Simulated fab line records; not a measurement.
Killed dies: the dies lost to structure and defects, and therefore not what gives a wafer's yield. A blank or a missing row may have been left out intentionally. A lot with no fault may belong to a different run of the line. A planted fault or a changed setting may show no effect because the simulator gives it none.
Which of the tools did it? + flow gf180mcu + 24 lots, 72 wafers sampled, at 5 steps of a route of 602

## WHAT THE GAUGES SHOWED, per wafer
GF_MIM_THK_MEAS_06. Usual: MIM_CVD_05_THK 42.0 nm, standard deviation 0.62.
| lot  | measured     | on            | MIM_CVD_05_THK (nm) | flag |
|------|--------------|---------------|---------------------|------|
| L074 | day 25 10:24 | film_metro-01 | 41.4 41.1 41.5      |      |
| L075 | day 25 20:18 | film_metro-04 | 42.5 41.6 41.6      |      |
| L076 | day 25 21:23 | film_metro-01 | 40.8 40.9 42.4      |      |
| L077 | day 26 13:07 | film_metro-02 | 42.3 41.4 42.7      |      |
| L078 | day 26 23:30 | film_metro-02 | 42.0 43.2 42.2      |      |
| L079 | day 27 04:44 | film_metro-01 | 41.8 41.1 42.4      |      |
| L080 | day 27 04:47 | film_metro-02 | 42.2 41.8 42.7      |      |
| L081 | day 27 20:31 | film_metro-02 | 41.9 42.9 42.9      |      |
| L082 | day 27 21:02 | film_metro-01 | 41.3 41.2 41.4      |      |
| L083 | day 28 07:58 | film_metro-04 | 42.2 43.1 43.5      |      |
| L084 | day 28 13:01 | film_metro-02 | 41.9 42.5 42.4      |      |
| L085 | day 28 23:41 | film_metro-04 | 41.9 41.7 42.4      |      |
| L086 | day 29 00:04 | film_metro-04 | 41.5 41.6 42.3      |      |
| L087 | day 29 08:29 | film_metro-01 | 41.6 42.0 42.2      |      |
| L088 | day 29 12:11 | film_metro-02 | 41.9 41.5 42.4      |      |
| L089 | day 29 21:15 | film_metro-04 | 41.4 41.7 42.5      |      |
| L090 | day 30 04:12 | film_metro-01 | 42.6 42.4 42.8      |      |
| L091 | day 30 12:27 | film_metro-02 | 41.4 41.8 41.8      |      |
| L092 | day 30 16:09 | film_metro-04 | 40.6 41.0 41.6      |      |
| L093 | day 30 18:18 | film_metro-01 | 42.4 42.8 42.9      |      |
| L094 | day 31 01:58 | film_metro-02 | 41.5 41.6 42.5      |      |
| L095 | day 31 09:52 | film_metro-04 | 41.6 41.6 42.1      |      |
| L096 | day 31 14:59 | film_metro-02 | 41.7 43.0 42.4      |      |
| L097 | day 32 00:00 | film_metro-02 | 40.2 42.3 41.0      |      |

## WHICH TOOL RAN EACH LOT (tool, then ch and the chambers of the sampled wafers, then the start)
| lot  | GF_STI_CMP_25                | GF_CONTACT_PEB_12                            | GF_V3_CMP_26                  | GF_M4_METAL_ETCH_16               |
|------|------------------------------|----------------------------------------------|-------------------------------|-----------------------------------|
| L074 | cmp-02 ch 0,1,3, day 2 10:05 | litho_track-03 ch 0, day 23 13:03 or earlier | cmp-01 ch 0,2,3, day 23 13:03 | rie_metal-04 ch 0,1, day 24 12:13 |
| L075 | cmp-01 ch 2,3, day 2 10:20   | litho_track-03 ch 0, day 23 22:51 or earlier | cmp-01 ch 1,2, day 23 22:51   | rie_metal-03 ch 0,1, day 24 20:28 |
| L076 | cmp-01 ch 0,1,3, day 2 17:07 | litho_track-01 ch 0, day 24 00:37 or earlier | cmp-01 ch 0,2,3, day 24 00:37 | rie_metal-01 ch 0,1, day 24 21:55 |
| L077 | cmp-02 ch 1,2,3, day 3 01:19 | litho_track-01 ch 0, day 24 15:44 or earlier | cmp-01 ch 1,2,3, day 24 15:44 | rie_metal-03 ch 0,1, day 25 12:28 |
| L078 | cmp-01 ch 0,1,3, day 3 02:37 | litho_track-01 ch 0, day 25 01:11 or earlier | cmp-01 ch 0,1, day 25 01:11   | rie_metal-01 ch 0,1, day 25 22:52 |
| L079 | cmp-01 ch 0,1,3, day 3 07:09 | litho_track-02 ch 0, day 25 06:17 or earlier | cmp-02 ch 1,2,3, day 25 06:17 | rie_metal-04 ch 0,1, day 26 04:25 |
| L080 | cmp-02 ch 0,2, day 3 12:43   | litho_track-02 ch 0, day 25 07:14 or earlier | cmp-02 ch 0,2, day 25 07:14   | rie_metal-01 ch 0,1, day 26 04:49 |
| L081 | cmp-02 ch 1,2, day 3 16:26   | litho_track-01 ch 0, day 25 23:16 or earlier | cmp-01 ch 0,3, day 25 23:16   | rie_metal-01 ch 0, day 26 21:07   |
| L082 | cmp-01 ch 0,3, day 3 21:14   | litho_track-01 ch 0, day 25 23:26 or earlier | cmp-02 ch 0,1,2, day 25 23:26 | rie_metal-04 ch 0,1, day 26 21:28 |
| L083 | cmp-01 ch 1,2,3, day 4 02:28 | litho_track-03 ch 0, day 26 11:41 or earlier | cmp-01 ch 2,3, day 26 11:41   | rie_metal-03 ch 0, day 27 08:52   |
| L084 | cmp-01 ch 0,3, day 4 08:31   | litho_track-02 ch 0, day 26 17:17 or earlier | cmp-01 ch 0,2,3, day 26 17:17 | rie_metal-03 ch 0,1, day 27 14:22 |
| L085 | cmp-01 ch 1,2,3, day 4 12:22 | litho_track-03 ch 0, day 27 03:29 or earlier | cmp-02 ch 1,2, day 27 03:29   | rie_metal-03 ch 0,1, day 28 00:22 |
| L086 | cmp-01 ch 0,2, day 4 17:45   | litho_track-01 ch 0, day 27 03:55 or earlier | cmp-01 ch 0,2,3, day 27 03:55 | rie_metal-01 ch 1, day 28 00:46   |
| L087 | cmp-02 ch 0,1,3, day 4 22:52 | litho_track-02 ch 0, day 27 13:03 or earlier | cmp-01 ch 0,1,2, day 27 13:03 | rie_metal-04 ch 0,1, day 28 09:10 |
| L088 | cmp-01 ch 0,1,3, day 5 04:37 | litho_track-02 ch 0, day 27 16:58 or earlier | cmp-01 ch 1,2,3, day 27 16:58 | rie_metal-01 ch 0,1, day 28 13:31 |
| L089 | cmp-01 ch 1,2,3, day 5 08:56 | litho_track-02 ch 0, day 28 02:44 or earlier | cmp-01 ch 1,2, day 28 02:44   | rie_metal-01 ch 0,1, day 28 23:16 |
| L090 | cmp-01 ch 0,1, day 5 14:46   | litho_track-03 ch 0, day 28 08:56 or earlier | cmp-01 ch 0,3, day 28 08:56   | rie_metal-04 ch 0, day 29 05:28   |
| L091 | cmp-01 ch 1,3, day 5 18:58   | litho_track-01 ch 0, day 28 16:52 or earlier | cmp-01 ch 0,1, day 28 16:52   | rie_metal-01 ch 0, day 29 13:10   |
| L092 | cmp-01 ch 0,1,3, day 6 01:49 | litho_track-03 ch 0, day 28 21:34 or earlier | cmp-02 ch 0,1,3, day 28 21:34 | rie_metal-01 ch 0,1, day 29 17:21 |
| L093 | cmp-01 ch 0,1,2, day 6 06:05 | litho_track-02 ch 0, day 28 23:50 or earlier | cmp-02 ch 0,1,2, day 28 23:50 | rie_metal-04 ch 0, day 29 19:52   |
| L094 | cmp-02 ch 0,2,3, day 6 11:37 | litho_track-02 ch 0, day 29 08:17 or earlier | cmp-01 ch 0,1,2, day 29 08:17 | rie_metal-03 ch 0, day 30 04:22   |
| L095 | cmp-01 ch 0,1,3, day 6 16:49 | litho_track-02 ch 0, day 29 16:19 or earlier | cmp-01 ch 1,2,3, day 29 16:19 | rie_metal-03 ch 0, day 30 12:02   |
| L096 | cmp-02 ch 0,3, day 6 23:01   | litho_track-02 ch 0, day 29 21:58 or earlier | cmp-01 ch 0,1,2, day 29 21:58 | rie_metal-03 ch 0, day 30 17:10   |
| L097 | cmp-02 ch 0,1,3, day 7 03:59 | litho_track-02 ch 0, day 30 08:05 or earlier | cmp-02 ch 2,3, day 30 08:05   | rie_metal-01 ch 0,1, day 31 02:37 |
- GF_STI_CMP_25: polishes, stops on Si3N4, t overpolish 33 s, target thk 524.6 nm.
- GF_CONTACT_PEB_12: peb time 91.29 s.
- GF_V3_CMP_26: polishes, stops on SiO2, t overpolish 15 s, target thk 0 nm.
- GF_M4_METAL_ETCH_16: etches the open film in Cl2/BCl3, stops on SiO2, target depth 627.5 nm, time 104.6 s.

## WHAT THE TOOLS THEMSELVES READ (means of the sampled wafers that have a number; where no wafer has one, the mark that the record gives instead)
GF_STI_CMP_25. Usual: head_pressure_psi 3.998 psi, standard deviation 0.0082; motor_current_A 12.3 A, standard deviation 0.57; overpolish_run_s 33.002 s, standard deviation 0.0091; slurry_filter_dp_kPa 13.51 kPa, standard deviation 0.14; time_to_endpoint_s 119 s, standard deviation 5.2.
| lot  | tool   | head_pressure_psi (psi) | motor_current_A (A) | overpolish_run_s (s) | slurry_filter_dp_kPa (kPa) | time_to_endpoint_s (s) | flag |
|------|--------|-------------------------|---------------------|----------------------|----------------------------|------------------------|------|
| L074 | cmp-02 | 3.998                   | 12.5                | 33.000               | 13.47                      | 122                    |      |
| L075 | cmp-01 | 3.996                   | 12.3                | 33.007               | 13.58                      | 124                    |      |
| L076 | cmp-01 | 4.002                   | 12.3                | 33.000               | 13.59                      | 119                    |      |
| L077 | cmp-02 | 3.993                   | 12.4                | 33.006               | 13.37                      | 122                    |      |
| L078 | cmp-01 | 4.003                   | 12.0                | 33.006               | 13.48                      | 112                    |      |
| L079 | cmp-01 | 4.002                   | 12.3                | 33.009               | 13.59                      | 119                    |      |
| L080 | cmp-02 | 4.005                   | 13.3                | 32.999               | 13.61                      | 119                    |      |
| L081 | cmp-02 | 3.997                   | 12.2                | 33.001               | 13.47                      | 119                    |      |
| L082 | cmp-01 | 3.999                   | 12.7                | 32.999               | 13.56                      | 122                    |      |
| L083 | cmp-01 | 4.002                   | 12.1                | 33.003               | 13.40                      | 113                    |      |
| L084 | cmp-01 | 3.997                   | 12.5                | 33.007               | 13.37                      | 113                    |      |
| L085 | cmp-01 | 4.007                   | 12.2                | 32.996               | 13.40                      | 118                    |      |
| L086 | cmp-01 | 3.995                   | 12.3                | 32.994               | 13.61                      | 118                    |      |
| L087 | cmp-02 | 4.000                   | 12.5                | 33.008               | 13.42                      | 122                    |      |
| L088 | cmp-01 | 3.999                   | 12.6                | 32.998               | 13.52                      | 121                    |      |
| L089 | cmp-01 | 3.994                   | 12.4                | 32.993               | 13.53                      | 118                    |      |
| L090 | cmp-01 | 4.003                   | 12.0                | 33.001               | 13.47                      | 114                    |      |
| L091 | cmp-01 | 4.002                   | 11.9                | 32.998               | 13.52                      | 113                    |      |
| L092 | cmp-01 | 3.994                   | 11.8                | 32.993               | 13.49                      | 114                    |      |
| L093 | cmp-01 | 3.999                   | 12.5                | 33.003               | 13.57                      | 115                    |      |
| L094 | cmp-02 | 3.999                   | 12.7                | 33.008               | 13.49                      | 125                    |      |
| L095 | cmp-01 | 3.999                   | 12.5                | 33.008               | 13.47                      | 113                    |      |
| L096 | cmp-02 | 3.994                   | 12.5                | 33.004               | 13.56                      | 129                    |      |
| L097 | cmp-02 | 3.999                   | 12.3                | 33.003               | 13.50                      | 127                    |      |

GF_CONTACT_PEB_12. Usual: exhaust_pa 45.0 Pa, standard deviation 0.89; plate_sensor_t_centre_C 136.13 C, standard deviation 0.0097; plate_sensor_t_edge_C 136.29 C, standard deviation 0.011.
| lot  | tool           | exhaust_pa (Pa) | plate_sensor_t_centre_C (C) | plate_sensor_t_edge_C (C) | flag |
|------|----------------|-----------------|-----------------------------|---------------------------|------|
| L074 | litho_track-03 | 44.3            | 136.13                      | 136.30                    |      |
| L075 | litho_track-03 | 45.6            | 136.12                      | 136.29                    |      |
| L076 | litho_track-01 | 44.7            | 136.14                      | 136.30                    |      |
| L077 | litho_track-01 | 44.6            | 136.12                      | 136.30                    |      |
| L078 | litho_track-01 | 45.7            | 136.13                      | 136.29                    |      |
| L079 | litho_track-02 | 44.5            | 136.13                      | 136.29                    |      |
| L080 | litho_track-02 | 45.5            | 136.13                      | 136.29                    |      |
| L081 | litho_track-01 | 44.9            | 136.13                      | 136.29                    |      |
| L082 | litho_track-01 | 43.4            | 136.13                      | 136.31                    |      |
| L083 | litho_track-03 | 46.4            | 136.13                      | 136.29                    |      |
| L084 | litho_track-02 | 45.5            | 136.13                      | 136.29                    |      |
| L085 | litho_track-03 | 45.5            | 136.14                      | 136.30                    |      |
| L086 | litho_track-01 | 44.7            | 136.13                      | 136.29                    |      |
| L087 | litho_track-02 | 45.6            | 136.12                      | 136.29                    |      |
| L088 | litho_track-02 | 46.1            | 136.12                      | 136.29                    |      |
| L089 | litho_track-02 | 43.4            | 136.13                      | 136.30                    |      |
| L090 | litho_track-03 | 44.8            | 136.12                      | 136.30                    |      |
| L091 | litho_track-01 | 44.7            | 136.12                      | 136.29                    |      |
| L092 | litho_track-03 | 43.9            | 136.13                      | 136.29                    |      |
| L093 | litho_track-02 | 45.5            | 136.12                      | 136.30                    |      |
| L094 | litho_track-02 | 44.4            | 136.13                      | 136.29                    |      |
| L095 | litho_track-02 | 44.5            | 136.13                      | 136.29                    |      |
| L096 | litho_track-02 | 45.7            | 136.13                      | 136.30                    |      |
| L097 | litho_track-02 | 45.4            | 136.14                      | 136.30                    |      |

GF_V3_CMP_26. Usual: head_pressure_psi 3.500 psi, standard deviation 0.0073; motor_current_A 11.4 A, standard deviation 0.5; overpolish_run_s 14.999 s, standard deviation 0.0096; slurry_filter_dp_kPa 13.51 kPa, standard deviation 0.13; time_to_endpoint_s 82 s, standard deviation 4.7.
| lot  | tool   | head_pressure_psi (psi) | motor_current_A (A) | overpolish_run_s (s) | slurry_filter_dp_kPa (kPa) | time_to_endpoint_s (s) | flag |
|------|--------|-------------------------|---------------------|----------------------|----------------------------|------------------------|------|
| L074 | cmp-01 | 3.507                   | 11.2                | 14.998               | 13.33                      | 79                     |      |
| L075 | cmp-01 | 3.511                   | 11.4                | 15.015               | 13.46                      | 76                     |      |
| L076 | cmp-01 | 3.502                   | 11.4                | 14.995               | 13.53                      | 81                     |      |
| L077 | cmp-01 | 3.502                   | 11.2                | 14.997               | 13.59                      | 81                     |      |
| L078 | cmp-01 | 3.508                   | 11.7                | 14.995               | 13.41                      | 78                     |      |
| L079 | cmp-02 | 3.499                   | 11.4                | 14.994               | 13.60                      | 84                     |      |
| L080 | cmp-02 | 3.497                   | 12.0                | 15.001               | 13.54                      | 88                     |      |
| L081 | cmp-01 | 3.493                   | 11.3                | 15.006               | 13.48                      | 79                     |      |
| L082 | cmp-02 | 3.505                   | 11.6                | 14.995               | 13.38                      | 86                     |      |
| L083 | cmp-01 | 3.498                   | 11.4                | 14.997               | 13.67                      | 80                     |      |
| L084 | cmp-01 | 3.500                   | 11.6                | 15.005               | 13.48                      | 79                     |      |
| L085 | cmp-02 | 3.506                   | 11.6                | 15.003               | 13.48                      | 85                     |      |
| L086 | cmp-01 | 3.503                   | 11.4                | 14.992               | 13.37                      | 79                     |      |
| L087 | cmp-01 | 3.504                   | 11.6                | 15.000               | 13.56                      | 82                     |      |
| L088 | cmp-01 | 3.493                   | 11.2                | 15.002               | 13.57                      | 85                     |      |
| L089 | cmp-01 | 3.499                   | 11.3                | 14.994               | 13.42                      | 83                     |      |
| L090 | cmp-01 | 3.496                   | 11.3                | 15.006               | 13.60                      | 85                     |      |
| L091 | cmp-01 | 3.504                   | 11.6                | 14.996               | 13.49                      | 82                     |      |
| L092 | cmp-02 | 3.494                   | 11.3                | 15.008               | 13.34                      | 89                     |      |
| L093 | cmp-02 | 3.492                   | 11.7                | 15.001               | 13.56                      | 87                     |      |
| L094 | cmp-01 | 3.501                   | 11.2                | 15.002               | 13.53                      | 77                     |      |
| L095 | cmp-01 | 3.495                   | 11.2                | 14.996               | 13.48                      | 79                     |      |
| L096 | cmp-01 | 3.502                   | 11.0                | 14.993               | 13.54                      | 84                     |      |
| L097 | cmp-02 | 3.495                   | 12.2                | 15.007               | 13.56                      | 87                     |      |

GF_M4_METAL_ETCH_16. Usual: chamber_pressure_mTorr 8.000 mTorr, standard deviation 0.0074; drypump_motor_current_A 5.9 A, standard deviation 0.57; oes_product_au 0.983 a.u., standard deviation 0.006; throttle_valve_pct 28.237 %, standard deviation 0.01.
| lot  | tool         | chamber_pressure_mTorr (mTorr) | drypump_motor_current_A (A) | oes_product_au (a.u.) | throttle_valve_pct (%) | flag |
|------|--------------|--------------------------------|-----------------------------|-----------------------|------------------------|------|
| L074 | rie_metal-04 | 8.004                          | 6.6                         | 0.989                 | 28.230                 |      |
| L075 | rie_metal-03 | 8.000                          | 5.8                         | 0.986                 | 28.245                 |      |
| L076 | rie_metal-01 | 7.995                          | 5.8                         | 0.987                 | 28.247                 |      |
| L077 | rie_metal-03 | 7.999                          | 5.8                         | 0.989                 | 28.232                 |      |
| L078 | rie_metal-01 | 7.992                          | 5.6                         | 0.983                 | 28.252                 |      |
| L079 | rie_metal-04 | 7.995                          | 6.7                         | 0.987                 | 28.235                 |      |
| L080 | rie_metal-01 | 8.003                          | 5.6                         | 0.984                 | 28.234                 |      |
| L081 | rie_metal-01 | 7.999                          | 5.9                         | 0.982                 | 28.236                 |      |
| L082 | rie_metal-04 | 8.008                          | 6.6                         | 0.986                 | 28.232                 |      |
| L083 | rie_metal-03 | 8.001                          | 5.1                         | 0.987                 | 28.239                 |      |
| L084 | rie_metal-03 | 7.998                          | 5.8                         | 0.980                 | 28.240                 |      |
| L085 | rie_metal-03 | 7.999                          | 5.8                         | 0.984                 | 28.232                 |      |
| L086 | rie_metal-01 | 8.004                          | 5.5                         | 0.985                 | 28.233                 |      |
| L087 | rie_metal-04 | 8.001                          | 6.6                         | 0.987                 | 28.233                 |      |
| L088 | rie_metal-01 | 8.008                          | 5.6                         | 0.975                 | 28.232                 |      |
| L089 | rie_metal-01 | 8.005                          | 5.6                         | 0.974                 | 28.245                 |      |
| L090 | rie_metal-04 | 8.006                          | 6.7                         | 0.983                 | 28.232                 |      |
| L091 | rie_metal-01 | 7.994                          | 5.9                         | 0.976                 | 28.244                 |      |
| L092 | rie_metal-01 | 7.997                          | 5.8                         | 0.978                 | 28.242                 |      |
| L093 | rie_metal-04 | 7.997                          | 6.8                         | 0.977                 | 28.237                 |      |
| L094 | rie_metal-03 | 7.997                          | 5.1                         | 0.980                 | 28.243                 |      |
| L095 | rie_metal-03 | 8.000                          | 5.1                         | 0.985                 | 28.235                 |      |
| L096 | rie_metal-03 | 8.005                          | 5.1                         | 0.989                 | 28.239                 |      |
| L097 | rie_metal-01 | 7.997                          | 5.8                         | 0.986                 | 28.235                 |      |

## THE ANSWER, worked out from the rows above alone
Rule: a lot is off if the mean of its wafers that have a number lies more than 3 standard deviations from the usual mean. A lot without any number at a reading at which 4 lots or more have one is off too. Where the step has rows for the other lots, those lots are counted as sound. Order of review: gauges by route order, followed by the tools' own readings, for which a lot's mean as printed above is used. At the first step where some lot is off, the reading lying furthest off is the one used; lots without a number count as furthest.
No lot is off at any reading shown: from this, nothing can be told.

## WHAT WAS PUT IN BY THE SIMULATOR
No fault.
